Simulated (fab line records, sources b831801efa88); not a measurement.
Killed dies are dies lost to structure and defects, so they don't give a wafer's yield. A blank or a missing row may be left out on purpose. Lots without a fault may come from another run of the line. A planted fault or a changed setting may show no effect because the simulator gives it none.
fab line records | flow sky130
record lots=5 wafers=15 last_day=50
route steps=708 shown CAPM@541 METAL3@555
lots that met no fault: from a run of the same line without faults
start_h: hours from the record's first day to the start of the lot's first wafer shown | wait_h: hours since the lot's step before | " the same as in the row above | L1.1+2: a row that stands for several wafers | - no value, or no start given | * or withheld: withheld | < > ~ a bound
route shown NAME@n: a module of which the file shows steps, and the number in the route of the first | usual: mean/standard deviation of fault-free wafers | same: alike in all rows | chamber/n: place in a boat | sites: the reading at each site | _std_site: their standard deviation | _edge_site: outer sites' mean less inner sites' | radius_mm: how far each site lies from the wafer's centre | mask NAME#n: copy n | behind: the tool/chamber that last shaped the wafer | hold: why the lot was held/for how many hours/how that ended | device: the transistor (n, p or np) that didn't switch | end of line: the same wafers' tests at the end of the route | a step without rows: its recipe alone | killed: dies lost to structure and defects at the first sort, not the wafer's yield | map: a wafer's dies, x killed, . not, _ none there
set.NAME: the setting as run; set.NAME@STEP: as run at that earlier step | model.NAME: the simulator's own value behind a step, which no gauge read
lots at some steps of the route; a table a step, a row a wafer
services: from which hour (start_h, from the record's first day; less than 0 if before it) a tool's chamber was out of use, for how many hours, and why
## steps
# step SKY_CAPM_THK_MEAS_04
# recipe thk_meas_gauge=xrf reads=TiN_of_CAPM_SPUTTER_02
# usual CAPM_TIN_THK=200.1/2.4
# columns lot.wafer tool chamber start_h wait_h CAPM_TIN_THK[nm]
L084.3 film_metro-02 - 930.55 0.1 202.4
L084.4 " - " " 202.4
L084.6 " - " " 202.0
L086.2 film_metro-01 - 942.58 0.1 196.7
L086.3 " - " " 197.0
L086.6 " - " " 197.3
L088.1 film_metro-01 - 958.04 0.1 201.2
L088.2 " - " " 199.2
L088.3 " - " " 201.0
L091.1 film_metro-01 - 977.72 0.1 201.2
L091.3 " - " " 199.0
L091.4 " - " " 196.2
L096.1 film_metro-04 - 1010.57 0.1 199.3
L096.5 " - " " 195.9
L096.6 " - " " 198.0
# step SKY_CAPM_DEHYDRATE_05
# recipe temp_c=200 time_s=60
# usual chill_plate_temp_C=23.00/0.1 plate_temp_C=200.02/0.17 resist_line_temp_C=23.01/0.095
# columns lot.wafer tool chamber start_h wait_h chill_plate_temp_C plate_temp_C resist_line_temp_C
L084.3 litho_track-02 0 941.69 11.1 22.92 199.86 23.04
L084.4 " 0 " " 22.93 200.06 23.01
L084.6 " 0 " " 22.96 200.07 22.99
L086.2 litho_track-04 0 954.40 11.8 23.05 200.00 22.80
L086.3 " 0 " " 22.98 199.98 22.95
L086.6 " 0 " " 22.86 200.01 23.06
L088.1 litho_track-01 0 969.33 11.3 23.19 200.19 23.08
L088.2 " 0 " " 23.11 200.03 23.12
L088.3 " 0 " " 23.04 200.06 23.02
L091.1 litho_track-02 0 988.69 11.0 23.16 199.94 23.04
L091.3 " 0 " " 22.82 200.41 23.15
L091.4 " 0 " " 22.94 200.12 23.13
L096.1 litho_track-02 0 1020.49 9.9 23.24 199.95 22.98
L096.5 " 0 " " 23.16 199.75 23.04
L096.6 " 0 " " 23.07 199.92 23.01
# step SKY_CAPM_HMDS_06
# recipe prime_time_s=60 prime_temp_c=120
# usual chill_plate_temp_C=23.00/0.1 resist_line_temp_C=23.00/0.093
# columns lot.wafer tool chamber start_h wait_h chill_plate_temp_C resist_line_temp_C
L084.3 litho_track-02 0 941.84 0.1 22.97 23.08
L084.4 " 0 " " 22.95 23.00
L084.6 " 0 " " 22.84 23.11
L086.2 litho_track-04 0 954.55 0.1 23.02 23.05
L086.3 " 0 " " 23.03 23.10
L086.6 " 0 " " 23.03 23.01
L088.1 litho_track-01 0 969.48 0.1 22.99 22.98
L088.2 " 0 " " 22.95 23.03
L088.3 " 0 " " 23.13 23.04
L091.1 litho_track-02 0 988.84 0.1 22.87 22.97
L091.3 " 0 " " 22.82 22.89
L091.4 " 0 " " 22.83 22.95
L096.1 litho_track-02 0 1020.64 0.1 23.16 23.08
L096.5 " 0 " " 22.99 23.02
L096.6 " 0 " " 22.96 22.89
# step SKY_CAPM_COAT_07
# recipe resist=NOVOLAK spin_rpm=3000 resist_thk_nm=1140
# usual chill_plate_temp_C=23.00/0.097 resist_line_temp_C=23.02/0.11
# columns lot.wafer tool chamber start_h wait_h chill_plate_temp_C resist_line_temp_C
L084.3 litho_track-02 0 941.99 0.1 22.93 23.00
L084.4 " 0 " " 22.87 22.99
L084.6 " 0 " " 23.05 22.96
L086.2 litho_track-04 0 954.70 0.1 23.14 23.25
L086.3 " 0 " " 23.01 23.02
L086.6 " 0 " " 23.01 22.99
L088.1 litho_track-01 0 969.63 0.1 22.85 23.07
L088.2 " 0 " " 22.96 23.03
L088.3 " 0 " " 23.10 22.99
L091.1 litho_track-02 0 988.99 0.1 23.04 23.13
L091.3 " 0 " " 23.13 23.03
L091.4 " 0 " " 22.79 23.13
L096.1 litho_track-02 0 1020.79 0.1 23.07 23.07
L096.5 " 0 " " 23.05 23.26
L096.6 " 0 " " 23.00 23.31
# step SKY_CAPM_SOFTBAKE_08
# recipe temp_c=90 time_s=60 resist=NOVOLAK
# usual chill_plate_temp_C=23.00/0.13 plate_temp_C=90.01/0.13 resist_line_temp_C=22.97/0.13
# columns lot.wafer tool chamber start_h wait_h chill_plate_temp_C plate_temp_C resist_line_temp_C
L084.3 litho_track-02 0 942.14 0.1 23.07 90.04 23.04
L084.4 " 0 " " 23.00 89.77 23.02
L084.6 " 0 " " 22.78 90.09 23.07
L086.2 litho_track-04 0 954.85 0.1 23.15 89.84 22.75
L086.3 " 0 " " 23.01 89.90 22.85
L086.6 " 0 " " 22.91 89.98 22.91
L088.1 litho_track-01 0 969.78 0.1 22.81 89.97 23.01
L088.2 " 0 " " 23.06 89.92 23.09
L088.3 " 0 " " 22.93 89.80 23.07
L091.1 litho_track-02 0 989.14 0.1 22.83 90.15 23.11
L091.3 " 0 " " 22.86 89.96 22.94
L091.4 " 0 " " 22.86 90.12 22.86
L096.1 litho_track-02 0 1020.94 0.1 23.12 89.93 22.84
L096.5 " 0 " " 23.18 89.71 22.90
L096.6 " 0 " " 23.14 90.06 22.74
# step SKY_CAPM_EXPOSE_09
# recipe mask_id=CAPM na=0.6 source_shape=conventional sigma_outer=0.6 polarization=unpolarized target_cd_nm=1000 dose_mj=159
# usual exposure_dose_mJ_cm2=159.00/0.17 reticle_temp_C=22.98/0.12
# columns lot.wafer tool chamber start_h wait_h mask exposure_dose_mJ_cm2 reticle_temp_C
L084.3 iline_stepper-02 0 - - CAPM#0 158.95 23.12
L084.4 " 0 " " CAPM#0 158.93 23.16
L084.6 " 0 " " CAPM#0 158.86 23.02
L086.2 iline_stepper-01 0 - - CAPM#0 159.03 23.07
L086.3 " 0 " " CAPM#0 158.91 23.12
L086.6 " 0 " " CAPM#0 159.18 23.07
L088.1 iline_stepper-02 0 - - CAPM#0 158.84 22.79
L088.2 " 0 " " CAPM#0 158.87 22.91
L088.3 " 0 " " CAPM#0 159.04 22.95
L091.1 iline_stepper-01 0 - - CAPM#0 158.99 23.01
L091.3 " 0 " " CAPM#0 159.10 22.91
L091.4 " 0 " " CAPM#0 158.97 23.11
L096.1 iline_stepper-01 0 - - CAPM#0 158.89 23.09
L096.5 " 0 " " CAPM#0 158.97 23.12
L096.6 " 0 " " CAPM#0 158.79 23.05
# step SKY_CAPM_PEB_10
# recipe temp_c=withheld time_s=* resist=NOVOLAK
# usual chill_plate_temp_C=* resist_line_temp_C=*
# columns lot.wafer tool chamber start_h wait_h chill_plate_temp_C resist_line_temp_C
L084.3 litho_track-01 0 - - * *
L084.4 " 0 " " * *
L084.6 " 0 " " * *
L086.2 litho_track-02 0 - - * *
L086.3 " 0 " " * *
L086.6 " 0 " " * *
L088.1 litho_track-02 0 - - * *
L088.2 " 0 " " * *
L088.3 " 0 " " * *
L091.1 litho_track-04 0 - - * *
L091.3 " 0 " " * *
L091.4 " 0 " " * *
L096.1 litho_track-01 0 - - * *
L096.5 " 0 " " * *
L096.6 " 0 " " * *
# step SKY_CAPM_DEVELOP_11
# recipe resist=NOVOLAK developer=TMAH develop_time_s=60 dev_temp_c=23
# usual chill_plate_temp_C=22.97/0.096 resist_line_temp_C=22.99/0.094
# columns lot.wafer tool chamber start_h wait_h chill_plate_temp_C resist_line_temp_C
L084.3 litho_track-01 0 954.43 0.1 22.91 23.04
L084.4 " 0 " " 22.75 22.77
L084.6 " 0 " " 22.96 23.01
L086.2 litho_track-02 0 965.67 0.1 22.96 22.95
L086.3 " 0 " " 22.91 23.00
L086.6 " 0 " " 22.93 22.89
L088.1 litho_track-02 0 981.94 0.1 22.94 22.94
L088.2 " 0 " " 22.96 22.98
L088.3 " 0 " " 22.96 22.96
L091.1 litho_track-04 0 1001.37 0.1 23.01 22.91
L091.3 " 0 " " 22.96 22.87
L091.4 " 0 " " 23.12 22.96
L096.1 litho_track-01 0 1032.83 0.1 22.89 22.97
L096.5 " 0 " " 23.08 22.90
L096.6 " 0 " " 23.19 22.97
# step SKY_CAPM_OVL_MEAS_12
# usual CAPM_OVL=0.1/1.4
# columns lot.wafer tool chamber start_h wait_h CAPM_OVL[nm]
L084.3 overlay-02 - 954.54 0.1 0.0
L084.4 " - " " -0.7
L084.6 " - " " 1.6
L086.2 overlay-01 - 965.80 0.1 0.7
L086.3 " - " " 2.7
L086.6 " - " " 2.9
L088.1 overlay-02 - 982.09 0.1 -1.0
L088.2 " - " " -1.6
L088.3 " - " " -0.2
L091.1 overlay-01 - 1001.52 0.1 1.8
L091.3 " - " " 1.5
L091.4 " - " " 2.7
L096.1 overlay-02 - 1032.98 0.1 1.6
L096.5 " - " " 1.6
L096.6 " - " " 0.8
# step SKY_CAPM_METAL_ETCH_13
# recipe target_depth_nm=220 stop_on=SiO2 chemistry=Cl2/BCl3 target=TiN pressure_mtorr=10 icp_w=900 bias_w=48.5 Cl2_flow_sccm=60 bcl3_flow_sccm=30 time_s=62.9
# usual drypump_motor_current_A=5.6/0.38 oes_product_au=0.941/0.007 throttle_valve_pct=21.903/0.0099
# columns lot.wafer tool chamber start_h wait_h drypump_motor_current_A oes_product_au rf_hours_counter_h throttle_valve_pct
L084.3 rie_metal-04 0 954.59 0.0 5.8 0.943 - 21.898
L084.4 " 1 " " 4.9 0.948 - 21.878
L084.6 " 0 " " 5.8 0.948 - 21.894
L086.2 rie_metal-03 0 965.83 0.0 5.3 0.940 11 21.916
L086.3 " 0 " " 5.3 0.934 - 21.909
L086.6 " 1 " " 6.2 0.940 - 21.902
L088.1 rie_metal-04 0 982.13 0.0 5.8 0.952 15 21.885
L088.2 " 1 " " 5.0 0.946 12 21.879
L088.3 " 1 " " 5.0 0.945 - 21.913
L091.1 rie_metal-02 0 1001.56 0.0 5.7 0.944 9 21.896
L091.3 " 1 " " 5.8 0.946 - 21.904
L091.4 " 0 " " 5.7 0.933 - 21.896
L096.1 rie_metal-04 1 1033.02 0.0 5.0 0.940 15 21.908
L096.5 " 1 " " 5.0 0.930 - 21.911
L096.6 " 0 " " 5.9 0.940 - 21.916
# step SKY_CAPM_STRIP_14
# recipe chemistry=O2/N2 power_w=1400 pressure_mtorr=1500 platen_temp_c=withheld o2_flow_sccm=3091 n2_flow_sccm=300 overash_fraction=0.5
# usual drypump_motor_current_A=5.97/0.27 o2_flow_sccm=3090/8.9 oes_product_au=0.711/0.0046 strip_time_to_endpoint_s=12.67/0.051
# columns lot.wafer tool chamber start_h wait_h drypump_motor_current_A o2_flow_sccm oes_product_au rf_hours_counter_h strip_time_to_endpoint_s
L084.3 plasma_asher-04 0 954.68 0.1 6.26 3092 0.705 - 12.68
L084.4 " 1 " " 5.97 3100 0.710 - 12.75
L084.6 " 0 " " 6.25 3082 0.720 - 12.68
L086.2 plasma_asher-01 0 965.90 0.1 5.58 3086 0.711 22 12.67
L086.3 " 1 " " 6.03 3072 0.714 - 12.65
L086.6 " 0 " " 5.57 3085 0.715 - 12.77
L088.1 plasma_asher-01 1 982.20 0.1 6.05 3081 0.710 24 12.68
L088.2 " 0 " " 5.59 3106 0.707 24 12.69
L088.3 " 0 " " 5.61 3076 0.707 - 12.67
L091.1 plasma_asher-01 1 1001.64 0.1 6.02 3099 0.715 26 12.69
L091.3 " 1 " " 6.01 3088 0.706 - 12.70
L091.4 " 0 " " 5.58 3099 0.706 - 12.60
L096.1 plasma_asher-01 1 1033.10 0.1 6.01 3096 0.726 29 12.70
L096.5 " 1 " " 6.00 3106 0.708 - 12.70
L096.6 " 0 " " 5.56 3087 0.716 - 12.70
# step SKY_CAPM_STRIP_15
# recipe chemistry=post_etch_residue_remover time_s=1200 temp_c=72.5
# usual temp_c=72.49/0.11
# columns lot.wafer tool chamber start_h wait_h temp_c
L084.3 wet_bench-03 0 954.75 0.0 72.28
L084.4 " 0 " " 72.44
L084.6 " 0 " " 72.36
L086.2 wet_bench-02 0 966.00 0.1 72.68
L086.3 " 0 " " 72.59
L086.6 " 0 " " 72.64
L088.1 wet_bench-03 1 982.30 0.1 72.41
L088.2 " 1 " " 72.43
L088.3 " 1 " " 72.54
L091.1 wet_bench-03 2 1001.74 0.1 72.58
L091.3 " 2 " " 72.32
L091.4 " 2 " " 72.43
L096.1 wet_bench-02 1 1033.20 0.1 72.46
L096.5 " 1 " " 72.53
L096.6 " 1 " " 72.50
# step SKY_CAPM_CLEAN_16
# recipe chemistry=IPA time_s=180 temp_c=25
# usual temp_c=25.01/0.097
# columns lot.wafer tool chamber start_h wait_h temp_c
L084.3 wet_bench-03 1 955.09 0.0 25.16
L084.4 " 1 " " 25.14
L084.6 " 1 " " 25.03
L086.2 wet_bench-03 2 966.38 0.0 24.98
L086.3 " 2 " " 24.97
L086.6 " 2 " " 24.96
L088.1 wet_bench-04 3 982.65 0.0 25.05
L088.2 " 3 " " 24.95
L088.3 " 3 " " 25.04
L091.1 wet_bench-04 2 1002.11 0.0 25.06
L091.3 " 2 " " 24.86
L091.4 " 2 " " 25.01
L096.1 wet_bench-02 2 1033.54 0.0 24.96
L096.5 " 2 " " 25.06
L096.6 " 2 " " 24.96
# step SKY_CAPM_CLEAN_17
# recipe chemistry=O3/DIW dry=n2_spin
# columns lot.wafer tool chamber start_h wait_h
L084.3+4+6 wet_bench-02 3 955.15 0.0
L086.2+3+6 wet_bench-04 1 966.44 0.0
L088.1+2+3 wet_bench-02 2 982.70 0.0
L091.1+3+4 wet_bench-02 3 1002.17 0.0
L096.1+5+6 wet_bench-04 3 1033.60 0.0
# step SKY_METAL3_DEHYDRATE_05
# recipe temp_c=200 time_s=60
# usual chill_plate_temp_C=23.01/0.12 plate_temp_C=200.00/0.16 resist_line_temp_C=23.01/0.11
# columns lot.wafer tool chamber start_h wait_h chill_plate_temp_C plate_temp_C resist_line_temp_C
L084.3 litho_track-03 0 965.98 10.7 23.08 199.96 22.95
L084.4 " 0 " " 23.07 200.00 22.97
L084.6 " 0 " " 22.94 199.97 22.85
L086.2 litho_track-04 0 978.05 11.5 22.99 199.88 22.93
L086.3 " 0 " " 23.15 200.01 23.00
L086.6 " 0 " " 23.01 199.87 23.12
L088.1 litho_track-04 0 992.92 10.1 23.04 200.05 23.00
L088.2 " 0 " " 23.02 199.96 23.02
L088.3 " 0 " " 23.00 199.75 22.98
L091.1 litho_track-04 0 1012.42 10.2 23.14 200.03 22.89
L091.3 " 0 " " 23.08 199.89 22.81
L091.4 " 0 " " 23.14 200.02 23.07
L096.1 litho_track-04 0 1043.42 9.7 22.93 199.96 22.87
L096.5 " 0 " " 22.99 199.80 22.94
L096.6 " 0 " " 23.00 199.99 22.89
# step SKY_METAL3_HMDS_06
# recipe prime_time_s=60 prime_temp_c=120
# usual chill_plate_temp_C=22.96/0.1 resist_line_temp_C=22.97/0.11
# columns lot.wafer tool chamber start_h wait_h chill_plate_temp_C resist_line_temp_C
L084.3 litho_track-03 0 966.13 0.1 23.12 22.98
L084.4 " 0 " " 22.94 22.85
L084.6 " 0 " " 23.06 22.87
L086.2 litho_track-04 0 978.20 0.1 22.86 23.04
L086.3 " 0 " " 22.93 22.99
L086.6 " 0 " " 22.81 23.06
L088.1 litho_track-04 0 993.07 0.1 22.81 22.95
L088.2 " 0 " " 23.15 22.94
L088.3 " 0 " " 22.84 23.13
L091.1 litho_track-04 0 1012.57 0.1 23.08 23.00
L091.3 " 0 " " 23.04 22.84
L091.4 " 0 " " 23.03 22.89
L096.1 litho_track-04 0 1043.57 0.1 22.91 22.94
L096.5 " 0 " " 22.91 22.85
L096.6 " 0 " " 22.95 22.81
# step SKY_METAL3_COAT_07
# recipe resist=BARC temp_c=withheld time_s=withheld spin_rpm=3000 resist_thk_nm=60
# usual chill_plate_temp_C=* resist_line_temp_C=*
# columns lot.wafer tool chamber start_h wait_h chill_plate_temp_C resist_line_temp_C
L084.3 litho_track-03 0 966.28 0.1 * *
L084.4 " 0 " " * *
L084.6 " 0 " " * *
L086.2 litho_track-04 0 978.35 0.1 * *
L086.3 " 0 " " * *
L086.6 " 0 " " * *
L088.1 litho_track-04 0 993.22 0.1 * *
L088.2 " 0 " " * *
L088.3 " 0 " " * *
L091.1 litho_track-04 0 1012.72 0.1 * *
L091.3 " 0 " " * *
L091.4 " 0 " " * *
L096.1 litho_track-04 0 1043.72 0.1 * *
L096.5 " 0 " " * *
L096.6 " 0 " " * *
# step SKY_METAL3_COAT_08
# recipe resist=KrF-thick spin_rpm=3000 resist_thk_nm=1140
# usual chill_plate_temp_C=23.00/0.1 resist_line_temp_C=23.02/0.1
# columns lot.wafer tool chamber start_h wait_h chill_plate_temp_C resist_line_temp_C
L084.3 litho_track-03 0 - - 22.99 22.81
L084.4 " 0 " " 22.83 23.02
L084.6 " 0 " " 23.03 22.97
L086.2 litho_track-04 0 - - 23.12 23.03
L086.3 " 0 " " 22.96 23.13
L086.6 " 0 " " 23.00 23.15
L088.1 litho_track-04 0 - - 23.16 22.93
L088.2 " 0 " " 23.10 23.00
L088.3 " 0 " " 23.09 23.09
L091.1 litho_track-04 0 - - 23.10 23.07
L091.3 " 0 " " 23.05 23.19
L091.4 " 0 " " 22.96 22.95
L096.1 litho_track-04 0 - - 23.02 22.99
L096.5 " 0 " " 22.99 22.96
L096.6 " 0 " " 23.23 23.06
# step SKY_METAL3_SOFTBAKE_09
# recipe temp_c=100 time_s=90 resist=KrF-thick
# usual chill_plate_temp_C=23.00/0.11 plate_temp_C=100.01/0.13 resist_line_temp_C=23.01/0.093
# columns lot.wafer tool chamber start_h wait_h chill_plate_temp_C plate_temp_C resist_line_temp_C
L084.3 litho_track-03 0 - - 23.02 99.92 23.06
L084.4 " 0 " " 22.84 99.98 22.87
L084.6 " 0 " " 22.96 100.11 23.15
L086.2 litho_track-04 0 - - 22.98 100.13 23.00
L086.3 " 0 " " 23.06 100.12 23.03
L086.6 " 0 " " 23.08 100.10 23.05
L088.1 litho_track-04 0 - - 22.89 100.04 22.95
L088.2 " 0 " " 23.02 99.94 22.79
L088.3 " 0 " " 22.99 99.86 22.97
L091.1 litho_track-04 0 - - 22.98 99.96 23.10
L091.3 " 0 " " 23.14 99.80 23.13
L091.4 " 0 " " 23.03 100.17 23.09
L096.1 litho_track-04 0 - - 23.08 100.25 23.19
L096.5 " 0 " " 23.18 99.92 22.99
L096.6 " 0 " " 22.98 99.86 23.21
# step SKY_METAL3_EXPOSE_10
# recipe mask_id=MM3 na=0.68 source_shape=annular sigma_inner=0.4 sigma_outer=0.8 target_cd_nm=300 dose_mj=28
# usual exposure_dose_mJ_cm2=27.99/0.033 reticle_temp_C=23.02/0.097
# columns lot.wafer tool chamber start_h wait_h mask exposure_dose_mJ_cm2 reticle_temp_C
L084.3 krf_scanner-01 0 - - MM3#0 28.01 23.07
L084.4 " 0 " " MM3#0 28.02 23.02
L084.6 " 0 " " MM3#0 28.04 23.07
L086.2 krf_scanner-01 0 - - MM3#0 27.98 23.03
L086.3 " 0 " " MM3#0 27.95 23.11
L086.6 " 0 " " MM3#0 27.95 22.95
L088.1 krf_scanner-02 0 - - MM3#0 27.98 23.02
L088.2 " 0 " " MM3#0 27.92 22.85
L088.3 " 0 " " MM3#0 27.92 22.98
L091.1 krf_scanner-02 0 - - MM3#0 27.97 23.05
L091.3 " 0 " " MM3#0 27.96 23.01
L091.4 " 0 " " MM3#0 27.98 23.10
L096.1 krf_scanner-02 0 - - MM3#0 27.96 23.23
L096.5 " 0 " " MM3#0 27.99 23.10
L096.6 " 0 " " MM3#0 27.99 22.89
# step SKY_METAL3_PEB_11
# recipe peb_temp_c=withheld peb_time_s=withheld resist=KrF-thick
# usual chill_plate_temp_C=* resist_line_temp_C=*
# columns lot.wafer tool chamber start_h wait_h chill_plate_temp_C resist_line_temp_C
L084.3 litho_track-03 0 - - * *
L084.4 " 0 " " * *
L084.6 " 0 " " * *
L086.2 litho_track-01 0 - - * *
L086.3 " 0 " " * *
L086.6 " 0 " " * *
L088.1 litho_track-03 0 - - * *
L088.2 " 0 " " * *
L088.3 " 0 " " * *
L091.1 litho_track-04 0 - - * *
L091.3 " 0 " " * *
L091.4 " 0 " " * *
L096.1 litho_track-04 0 - - * *
L096.5 " 0 " " * *
L096.6 " 0 " " * *
# step SKY_METAL3_DEVELOP_12
# recipe develop_time_s=60 resist=KrF-thick dev_temp_c=21
# usual chill_plate_temp_C=22.99/0.11 resist_line_temp_C=22.99/0.091
# columns lot.wafer tool chamber start_h wait_h chill_plate_temp_C resist_line_temp_C
L084.3 litho_track-03 0 - - 23.09 23.09
L084.4 " 0 " " 23.05 23.02
L084.6 " 0 " " 23.02 23.02
L086.2 litho_track-01 0 - - 23.21 22.99
L086.3 " 0 " " 22.89 22.95
L086.6 " 0 " " 22.88 23.02
L088.1 litho_track-03 0 - - 23.01 22.86
L088.2 " 0 " " 23.04 22.96
L088.3 " 0 " " 23.09 22.93
L091.1 litho_track-04 0 - - 22.82 23.09
L091.3 " 0 " " 23.06 23.08
L091.4 " 0 " " 22.78 23.12
L096.1 litho_track-04 0 - - 23.16 23.19
L096.5 " 0 " " 23.12 22.93
L096.6 " 0 " " 23.22 23.02
# step SKY_METAL3_CD_MEAS_13
# recipe target_cd_nm=300
# usual cd_nm=299.9/1.8
# columns lot.wafer tool chamber start_h wait_h cd_nm
L084.3 cd_sem-01 - 979.04 - 300.8
L084.4 " - " " 301.4
L084.6 " - " " 300.1
L086.2 cd_sem-01 - 989.75 - 298.6
L086.3 " - " " 298.5
L086.6 " - " " 299.5
L088.1 cd_sem-02 - 1005.58 - 300.5
L088.2 " - " " 301.5
L088.3 " - " " 300.2
L091.1 cd_sem-02 - 1024.77 - 301.6
L091.3 " - " " 301.8
L091.4 " - " " 301.5
L096.1 cd_sem-02 - 1055.02 - 298.6
L096.5 " - " " 297.8
L096.6 " - " " 298.5
# step SKY_METAL3_OVL_MEAS_14
# usual METAL3_OVL=-2/5.9
# columns lot.wafer tool chamber start_h wait_h METAL3_OVL[nm]
L084.3 overlay-01 - 979.13 0.1 -2
L084.4 " - " " -6
L084.6 " - " " -6
L086.2 overlay-01 - 989.86 0.1 -12
L086.3 " - " " -13
L086.6 " - " " -6
L088.1 overlay-02 - 1005.70 0.1 8
L088.2 " - " " 9
L088.3 " - " " 7
L091.1 overlay-01 - 1024.89 0.1 1
L091.3 " - " " -5
L091.4 " - " " -5
L096.1 overlay-01 - 1055.14 0.1 -2
L096.5 " - " " 11
L096.6 " - " " 1
# step SKY_METAL3_DESCUM_15
# recipe chemistry=O2 source_power_w=150 bias_power_w=0 pressure_mtorr=10 temp_c=40 time_s=8
# usual drypump_motor_current_A=5.7/0.36 oes_product_au=1.001/0.011 temp_c=40.02/0.11
# columns lot.wafer tool chamber start_h wait_h drypump_motor_current_A oes_product_au rf_hours_counter_h temp_c
L084.3 rie_metal-02 0 979.17 0.0 5.7 1.000 - 39.95
L084.4 " 1 " " 5.8 1.004 - 40.04
L084.6 " 1 " " 5.8 0.999 - 40.07
L086.2 rie_metal-01 0 989.89 0.0 5.2 0.985 8 40.04
L086.3 " 1 " " 6.4 0.993 - 39.98
L086.6 " 0 " " 5.2 0.984 - 40.04
L088.1 rie_metal-03 0 1005.74 0.0 5.3 1.010 14 40.01
L088.2 " 1 " " 6.2 0.987 10 40.14
L088.3 " 0 " " 5.3 1.012 - 39.89
L091.1 rie_metal-03 1 1024.93 0.0 6.2 0.989 11 40.08
L091.3 " 1 " " 6.1 1.000 - 40.19
L091.4 " 0 " " 5.3 1.021 - 39.99
L096.1 rie_metal-02 1 1055.18 0.0 5.8 1.012 11 39.87
L096.5 " 1 " " 5.8 1.003 - 40.07
L096.6 " 0 " " 5.7 1.010 - 40.05
# step SKY_METAL3_ETCH_16
# recipe chemistry=N2/H2 target=BARC ion_energy_ev=200 bias_w=100 pressure_mtorr=30 n2_flow_sccm=100 h2_flow_sccm=200 icp_w=500 stop_on=SiO2 time_s=88.2 target_depth_a=600
# usual drypump_motor_current_A=5.7/0.37 oes_product_au=0.627/0.0048 throttle_valve_pct=13.204/0.0099
# columns lot.wafer tool chamber start_h wait_h drypump_motor_current_A oes_product_au rf_hours_counter_h throttle_valve_pct
L084.3 rie_metal-02 0 979.22 0.0 5.7 0.621 - 13.212
L084.4 " 1 " " 5.8 0.624 - 13.199
L084.6 " 1 " " 5.8 0.618 - 13.211
L086.2 rie_metal-01 0 989.92 0.0 5.3 0.632 8 13.215
L086.3 " 1 " " 6.4 0.618 - 13.205
L086.6 " 0 " " 5.3 0.633 - 13.200
L088.1 rie_metal-03 0 1005.77 0.0 5.3 0.631 14 13.215
L088.2 " 1 " " 6.2 0.629 10 13.202
L088.3 " 0 " " 5.3 0.634 - 13.211
L091.1 rie_metal-03 1 1024.96 0.0 6.2 0.629 11 13.211
L091.3 " 1 " " 6.2 0.629 - 13.209
L091.4 " 0 " " 5.3 0.616 - 13.205
L096.1 rie_metal-02 1 1055.21 0.0 5.8 0.629 11 13.217
L096.5 " 1 " " 5.8 0.625 - 13.207
L096.6 " 0 " " 5.7 0.633 - 13.203
# step SKY_METAL3_ETCH_17
# recipe target=SiO2 stop_on=TiN chemistry=C4F8/O2/Ar source_w=1500 bias_w=1200 pressure_mtorr=40 c4f8_flow_sccm=withheld O2_flow_sccm=6 Ar_flow_sccm=300 time_s=3.9 target_depth_a=150
# usual oes_product_au=0.755/0.0067
# columns lot.wafer tool chamber start_h wait_h oes_product_au rf_hours_counter_h
L084.3 rie_diel-03 1 979.29 0.0 0.760 21
L084.4 " 0 " " 0.761 16
L084.6 " 3 " " 0.749 -
L086.2 rie_diel-02 1 990.02 0.1 0.746 15
L086.3 " 3 " " 0.749 12
L086.6 " 2 " " 0.754 -
L088.1 rie_diel-01 1 1005.87 0.1 0.758 12
L088.2 " 3 " " 0.747 8
L088.3 " 0 " " 0.761 8
L091.1 rie_diel-02 2 1025.06 0.1 0.760 15
L091.3 " 1 " " 0.751 16
L091.4 " 0 " " 0.772 7
L096.1 rie_diel-02 0 1055.31 0.1 0.750 8
L096.5 " 2 " " 0.763 -
L096.6 " 1 " " 0.757 -
# step SKY_METAL3_METAL_ETCH_18
# recipe target_depth_a=8450 stop_on=SiO2 over_etch_frac=0.3 time_s=183.1 chemistry=Cl2/BCl3 resist_sidewall_deg=88 pressure_mtorr=10 icp_w=900 bias_w=48.5 Cl2_flow_sccm=60 bcl3_flow_sccm=30
# usual drypump_motor_current_A=5.8/0.38 oes_product_au=0.868/0.0054 throttle_valve_pct=22.263/0.009
# columns lot.wafer tool chamber start_h wait_h drypump_motor_current_A oes_product_au rf_hours_counter_h throttle_valve_pct
L084.3 rie_metal-01 1 979.37 0.1 6.4 0.867 - 22.278
L084.4 " 0 " " 5.2 0.858 - 22.255
L084.6 " 1 " " 6.4 0.864 - 22.260
L086.2 rie_metal-03 0 990.04 0.0 5.3 0.860 13 22.263
L086.3 " 1 " " 6.2 0.877 - 22.283
L086.6 " 0 " " 5.3 0.866 - 22.264
L088.1 rie_metal-02 1 1005.89 0.0 5.8 0.870 8 22.264
L088.2 " 0 " " 5.7 0.875 10 22.255
L088.3 " 0 " " 5.7 0.871 - 22.271
L091.1 rie_metal-02 1 1025.08 0.0 5.8 0.866 9 22.256
L091.3 " 0 " " 5.7 0.869 - 22.259
L091.4 " 1 " " 5.8 0.861 - 22.263
L096.1 rie_metal-03 1 1055.33 0.0 6.2 0.869 13 22.255
L096.5 " 1 " " 6.2 0.870 - 22.259
L096.6 " 0 " " 5.3 0.873 - 22.265
## services
# columns tool chamber start_h hours kind
krf_scanner-01 - 919.78 3.6 pm
rie_metal-04 1 928.13 5.1 repair
krf_scanner-01 - 937.55 1.0 pm
iline_stepper-02 - 939.32 1.7 pm
iline_stepper-01 - 941.82 1.7 pm
rie_metal-03 0 942.87 1.1 repair
wet_bench-03 - 950.78 1.9 pm
krf_scanner-01 - 961.39 0.8 pm
iline_stepper-01 - 969.04 9.0 repair
rie_metal-04 - 971.70 0.7 repair
krf_scanner-02 - 972.16 4.4 pm
rie_diel-02 2 981.65 3.0 repair
iline_stepper-01 - 995.97 2.1 pm
iline_stepper-01 - 998.79 3.5 repair
rie_diel-01 2 1004.57 3.7 repair
krf_scanner-01 - 1009.45 0.7 repair
krf_scanner-02 - 1011.32 1.3 pm
rie_diel-02 1 1019.65 4.6 repair
krf_scanner-02 - 1022.86 0.8 pm
krf_scanner-02 - 1026.64 0.7 repair
rie_metal-04 - 1035.26 28.1 pm
rie_diel-02 0 1039.83 11.7 repair
wet_bench-04 - 1042.63 9.1 repair
krf_scanner-02 - 1044.65 1.0 pm
## key
fault none
